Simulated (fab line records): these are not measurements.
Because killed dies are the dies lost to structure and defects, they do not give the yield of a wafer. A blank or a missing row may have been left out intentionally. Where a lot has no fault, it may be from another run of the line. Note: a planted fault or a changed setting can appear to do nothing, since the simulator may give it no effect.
2 desks looking at one fault ; flow sky130 ; each desk has only its own numbers; what lay behind them comes last

THE METROLOGY DESK
Lot by lot, what the gauges showed, no matter which tool ran the lot: averages of those sampled wafers that carry a number. Marked OUT: a lot whose mean sits more than 4 standard deviations from the usual mean, which makes it out of limits; the brackets give that distance.
Columns: A = INCOMING_BOW at SKY_FIELD_ISO_BOW_MEAS_00, usual -1 um; B = FIELD_ISO_CVD_03_THK at SKY_FIELD_ISO_THK_MEAS_04, usual 165.4 nm
lot;first seen here;A;B
L334;day 1 10:01;3;164.0
L335;day 1 15:01;-3;165.2
L337;day 2 01:01;-2;163.6
L344;day 3 12:02;4;164.4
L345;day 3 17:00;-2;162.8
L347;day 4 03:00;-5;164.5
L348;day 4 08:02;6;166.1
L349;day 4 13:02;-3;165.7
L352;day 5 04:00;3;165.4
L354;day 5 14:00;2;166.2
L355;day 5 19:02;-7;165.2
L356;day 6 00:00;-5;167.4
L357;day 6 05:00;4;168.0
Result from this desk: across the 13 lots, nothing is out of limits.

THE TOOL OWNER'S DESK: litho-track-01
Per lot that ran on this tool, the mean of the sampled wafers carrying a number, from the tool's own readings at SKY_SONOS_ONO_SOFTBAKE_09 (time 60 s). Marked OUT: a lot whose mean sits more than 4 standard deviations from the usual mean, which makes it out of limits; the brackets give that distance.
Columns: A = heater-power-total-W at SKY_SONOS_ONO_SOFTBAKE_09, usual 56.59 W; B = run-length-s at SKY_SONOS_ONO_SOFTBAKE_09, usual 88.97 s
lot;first seen here;A;B
L344;day 15 09:26;60.62 (+94) OUT;77.29 (-69) OUT
L345;day 15 18:29;60.65 (+94) OUT;77.32 (-69) OUT
L354;day 18 22:29;56.55;88.92
L355;day 19 05:59;56.56;88.91
L356;day 19 11:08;56.55;88.85
L357;day 20 11:50;56.59;88.89
This desk's verdict: out of limits on L344, L345, starting with L344 at day 15 09:26 (heater-power-total-W at SKY_SONOS_ONO_SOFTBAKE_09). In limits: L354, L355, L356, L357.

TAKEN TOGETHER
An alarm could have come from the tool owner's desk at day 15 09:26, on L344, L345.
From the metrology desk's view, nothing was out of limits.
The metrology desk holds a record of L344, L345, inside its limits.
Every lot named ran SKY_SONOS_ONO_SOFTBAKE_09 on litho-track-01.

WHAT WAS PUT IN BY THE SIMULATOR
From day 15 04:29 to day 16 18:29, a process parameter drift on litho-track-01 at SKY_SONOS_ONO_SOFTBAKE_09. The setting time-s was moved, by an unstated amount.
Struck lots among those shown: L344, L345.
How many hours passed from the start of the fault until each desk's first out-of-limits reading: the tool owner's desk, 5.
